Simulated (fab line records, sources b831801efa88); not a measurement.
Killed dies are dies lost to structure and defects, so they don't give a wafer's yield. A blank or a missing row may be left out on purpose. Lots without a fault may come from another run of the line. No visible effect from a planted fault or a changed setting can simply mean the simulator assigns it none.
Split-lot study ; flow sfq-line ; 23 wafers read from 5 lots, route of 325 steps

ON THE SPLIT
At SFQ_TRILAYER_M1_LITHO_COAT_039 (resist thk 600 nm), the setting spin-rpm was moved away from the recipe's 3000 rpm on 10 of the 23 wafers read, by -3.5% to +4.8%. This setting was run at the recipe's value on the other wafers.

SPLIT TO READING: what lies between them in the file, 1 step
- SFQ_TRILAYER_M1_BARC_OPEN_METAL_ETCH_054: etches BARC in O2, target depth 125 nm, time 41.7 s (also split here: bias-w)

THE READING
KrF_of_TRILAYER_M1_LITHO_COAT_039.thk-nm (the simulator's own value, which no gauge read), in nm, at SFQ_TRILAYER_M1_ETCH_METAL_ETCH_042 (etches Nb in Cl2/Ar, stops on SiO2, target depth 240 nm, time 120 s). There is no usual value for it anywhere in the file. Across the 13 wafers here that went through the recipe, the average is 379.5 nm and the standard deviation 2.2 nm.

wafer;tool, chamber at the split;spin-rpm as run, rpm;against the recipe;KrF_of_TRILAYER_M1_LITHO_COAT_039.thk-nm, nm;against lot-mates on the recipe
L074.1;litho-track-01, 0;2894;-3.5%;388.6;+11.9
L074.2;litho-track-01, 0;3000;recipe;378.5;-
L074.3;litho-track-01, 0;3000;recipe;374.9;-
L074.4;litho-track-01, 0;2894;-3.5%;388.3;+11.6
L074.5;litho-track-01, 0;2894;-3.5%;387.8;+11.1
L077.1;litho-track-03, 0;3000;recipe;379;-
L077.3;litho-track-03, 0;3088;+2.9%;373.8;-7.2
L077.4;litho-track-03, 0;3000;recipe;381.5;-
L077.5;litho-track-03, 0;3088;+2.9%;373.2;-7.8
L077.6;litho-track-03, 0;3000;recipe;382.6;-
L078.1;litho-track-03, 0;3145;+4.8%;366.4;-12.9
L078.2;litho-track-03, 0;3000;recipe;381.3;-
L078.3;litho-track-03, 0;3145;+4.8%;369;-10.3
L078.5;litho-track-03, 0;3145;+4.8%;370.5;-8.8
L078.6;litho-track-03, 0;3000;recipe;377.3;-
L080.2;litho-track-03, 0;3000;recipe;381;-
L080.5;litho-track-03, 0;3000;recipe;381.4;-
L080.6;litho-track-03, 0;3000;recipe;381.2;-
L083.1;litho-track-01, 0;2907;-3.1%;387.8;+9.6
L083.2;litho-track-01, 0;3000;recipe;379.4;-
L083.3;litho-track-01, 0;3000;recipe;376.1;-
L083.5;litho-track-01, 0;3000;recipe;379.1;-
L083.6;litho-track-01, 0;2907;-3.1%;387.3;+9.1

FIT RESULTS
A straight line over all 23 wafers: KrF_of_TRILAYER_M1_LITHO_COAT_039.thk-nm changes by -2.33 nm for each +1% of spin-rpm; r = -0.95; the points scatter about the line by 1.9 nm.
The same after taking each lot's own level away (the mean of its wafers on the recipe; 23 wafers): -2.65 nm for each +1%; r = -0.97; scatter 1.6 nm.
That fit puts the effect of the largest move of spin-rpm on the reading at 13 nm.
Across the lots, their own levels run from 376.70 to 381.20 nm, a range of 2.0 times the standard deviation given above.
So the slope is not independent of the lot-to-lot level: the two fits are not the same.
Check: with one of the wafers moved furthest among these (+4.8%) left out of the fit, the line predicts -11.9 nm for it against its lot-mates. Against them it came out at -12.9 nm.

THESE WAFERS: OTHER SPLITS
Before the reading, these wafers also passed through other splits. Each is held against what the fit with the lots' levels taken away leaves over:
other split on the same wafers;wafers away from the commonest value;r with KrF_of_TRILAYER_M1_LITHO_COAT_039.thk-nm (lot level and that fit taken away)
SFQ_TRILAYER_INCOMING_OXIDATION_002 temp-c;15;-0.10
SFQ_TRILAYER_L0_LITHO_COAT_005 resist-thk-nm;5;-0.01
SFQ_TRILAYER_L0_CAP_PECVD_011 time-s;10;+0.33
SFQ_TRILAYER_L0_VIA_BARC_OPEN_VIA_ETCH_021 time-s;5;-0.11
SFQ_TRILAYER_M0_LITHO_COAT_026 resist-thk-nm;8;+0.13
SFQ_TRILAYER_M0_LITHO_PEB_024 peb-time-s;6;+0.43
SFQ_TRILAYER_I0_VIA_LITHO_PEB_034 peb-temp-c;8;-0.01
SFQ_TRILAYER_I0_VIA_BARC_OPEN_VIA_ETCH_046 time-s;4;-0.15
SFQ_TRILAYER_M1_BARC_OPEN_METAL_ETCH_054 bias-w;8;-0.24

THE WHOLE CHAIN: every reading that the file lists as answering this split, in the file's order
step;what it does;reading;change (the file's fit);r (the file's)
SFQ_TRILAYER_M1_LITHO_COAT_039;resist thk 600 nm;KrF_of_TRILAYER_M1_LITHO_COAT_039.thk-nm (the simulator's own value, which no gauge read);-3.04 nm for each +1% of the setting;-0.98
SFQ_TRILAYER_M1_BARC_OPEN_METAL_ETCH_054;etches BARC in O2, target depth 125 nm, time 41.7 s;KrF_of_TRILAYER_M1_LITHO_COAT_039.thk-nm (the simulator's own value, which no gauge read);-2.78 nm for each +1% of the setting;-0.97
SFQ_TRILAYER_M1_ETCH_METAL_ETCH_042;etches Nb in Cl2/Ar, stops on SiO2, target depth 240 nm, time 120 s;KrF_of_TRILAYER_M1_LITHO_COAT_039.thk-nm (the simulator's own value, which no gauge read);-2.65 nm for each +1% of the setting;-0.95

FILE'S OWN FIT
KrF_of_TRILAYER_M1_LITHO_COAT_039.thk-nm changes by -2.65 nm for each +1% of spin-rpm, r = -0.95.
